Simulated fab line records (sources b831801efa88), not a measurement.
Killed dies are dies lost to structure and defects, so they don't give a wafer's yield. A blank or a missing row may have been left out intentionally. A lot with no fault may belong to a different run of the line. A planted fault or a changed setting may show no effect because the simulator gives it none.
What tool caused it? ; flow sky130 ; 33 wafers from 11 lots sampled at 4 of the route's 708 steps

== WHAT EACH GAUGE READ, for each wafer ==
SKY_CAP2M_OVL_MEAS_12. Usual: for CAP2M_OVL the level is 1.2 nm and the standard deviation is 1.3.
lot;measured;on;CAP2M_OVL (nm);flag
L977;day 41 05:55;overlay-01;3.5 1.6 0.9;
L978;day 41 11:39;overlay-02;0.7 0.0 -1.6;
L980;day 41 23:11;overlay-02;0.1 0.7 0.8;
L979;day 42 01:24;overlay-01;4.2 3.1 3.6;
L982;day 42 08:33;overlay-02;2.6 1.7 1.3;
L985;day 43 07:13;overlay-02;2.2 2.9 2.5;
L986;day 43 18:49;overlay-01;1.9 1.3 2.3;
L988;day 44 07:54;overlay-01;-0.1 1.7 0.8;
L992;day 45 10:49;overlay-01;1.5 2.6 2.3;
L995;day 46 03:51;overlay-01;1.5 -0.1 0.1;
L994;day 46 05:48;overlay-02;0.1 1.5 0.6;

SKY_VIA4_RS_MEAS_19: measurement is done with a four-point probe. Usual: for VIA4_W_RS the level is 0.2258 ohm/sq and the standard deviation is 0.0024.
lot;measured;on;VIA4_W_RS (ohm/sq);flag
L977;day 43 07:35;film-metro-03;0.2261 0.2248 0.2282;
L978;day 43 11:46;film-metro-02;0.2261 0.2269 0.2246;
L980;day 43 23:56;film-metro-04;0.2238 0.2250 0.2241;
L979;day 44 02:10;film-metro-02;0.2296 0.2309 0.2296;
L982;day 44 10:12;film-metro-04;0.2282 0.2280 0.2277;
L985;day 45 08:03;film-metro-02;0.2199 0.2265 0.2240;
L986;day 45 18:00;film-metro-04;0.2280 0.2242 0.2273;
L988;day 46 07:37;film-metro-03;0.2368 0.2252 0.2375;OFF
L992;day 47 07:40;film-metro-04;0.2256 0.2283 0.2253;
L995;day 47 22:20;film-metro-02;0.2255 0.2233 0.2229;
L994;day 48 00:58;film-metro-04;0.2272 0.2245 0.2286;

SKY_VIA4_THK_MEAS_20: measures by xrf. Usual: for VIA4_W_THK the level is 506 nm and the standard deviation is 6.8.
lot;measured;on;VIA4_W_THK (nm);flag
L977;day 43 07:41;film-metro-03;507 505 499;
L978;day 43 11:53;film-metro-02;501 503 503;
L980;day 44 00:01;film-metro-04;514 511 512;
L979;day 44 02:17;film-metro-02;487 486 486;
L982;day 44 10:19;film-metro-04;504 502 504;
L985;day 45 08:10;film-metro-02;521 505 510;
L986;day 45 18:07;film-metro-04;504 512 505;
L988;day 46 07:44;film-metro-03;483 509 483;
L992;day 47 07:47;film-metro-04;508 500 505;
L995;day 47 22:27;film-metro-02;504 506 506;
L994;day 48 01:05;film-metro-04;502 508 502;

== EACH LOT AND THE TOOL THAT RAN IT (in order: tool; ch and the chambers of the sampled wafers; start) ==
lot;SKY_VIA4_CVD_18
L977;cvd-w-02 ch 0,1, day 43 07:25
L978;cvd-w-01 ch 0,1, day 43 11:37
L980;cvd-w-01 ch 0,1, day 43 23:46
L979;cvd-w-01 ch 0,1, day 44 02:01
L982;cvd-w-02 ch 0,1, day 44 10:03
L985;cvd-w-02 ch 0,1, day 45 07:54
L986;cvd-w-01 ch 0,1, day 45 17:50
L988;cvd-w-01 ch 0,1, day 46 07:28
L992;cvd-w-02 ch 0, day 47 07:31
L995;cvd-w-02 ch 0,1, day 47 22:11
L994;cvd-w-02 ch 0,1, day 48 00:48
- SKY_VIA4_CVD_18: deposits W, target thk 505 nm, time 152.14 s.

== AS READ BY THE TOOLS THEMSELVES (means over the sampled wafers that have a number; for cases with no such wafer, the mark the record gives instead) ==
SKY_VIA4_CVD_18. Usual: chamber-pressure-Torr 39.98 Torr, standard deviation 0.083; heater-power-w 893 W, standard deviation 55; susceptor-temp-C 400.00 C, standard deviation 0.25.
lot;tool;chamber-pressure-Torr (Torr);heater-power-w (W);susceptor-temp-C (C);flag
L977;cvd-w-02;39.94;936;399.83;
L978;cvd-w-01;39.98;866;400.00;
L980;cvd-w-01;40.01;863;400.27;
L979;cvd-w-01;39.89;870;399.78;
L982;cvd-w-02;40.02;942;400.05;
L985;cvd-w-02;39.95;956;399.68;
L986;cvd-w-01;40.01;847;400.13;
L988;cvd-w-01;39.97;866;398.28;OFF
L992;cvd-w-02;39.96;975;400.20;
L995;cvd-w-02;40.05;965;400.32;
L994;cvd-w-02;39.99;940;400.03;

== THE ANSWER, worked out from the rows above alone ==
Rule: lot off if the mean of its wafers having a number is beyond 3 standard deviations from the usual mean. A lot without any number at a reading at which 4 lots or more have one is off too. Where the step has rows for the other lots, those lots are counted as sound. First the gauges in route order, then the tools' own readings, where a lot's mean is used as printed above. The first step at which some lot is off is used, and at that step the reading that is off furthest; a lot without a number counts as furthest.
Off: L988, seen at SKY_VIA4_RS_MEAS_19 (VIA4_W_RS).
If a tool, at a process step before that reading, ran all the lots that are off and no sound lot after the first of them, it fits. The gauges at SKY_VIA4_RS_MEAS_19 aren't tried: what is off there is off at SKY_VIA4_CVD_18 too, on other tools, and a gauge's error can't cause that. One fits: cvd-w-01 at SKY_VIA4_CVD_18. A fault onset in the window from L986 (day 45 17:50, its last sound lot) to L988 (day 46 07:28, its first lot off) fits.
The tool's own readings at SKY_VIA4_CVD_18 bear it out: on the lots that are off they differ by more than 5 times the standard deviation of the sound lots' means. susceptor-temp-C reads 398.28 C there against 400.03 C on the sound lots.

== WHAT THE SIMULATOR HAD INSERTED ==
cvd-w-01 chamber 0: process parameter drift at SKY_VIA4_CVD_18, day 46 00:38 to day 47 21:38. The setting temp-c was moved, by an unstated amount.
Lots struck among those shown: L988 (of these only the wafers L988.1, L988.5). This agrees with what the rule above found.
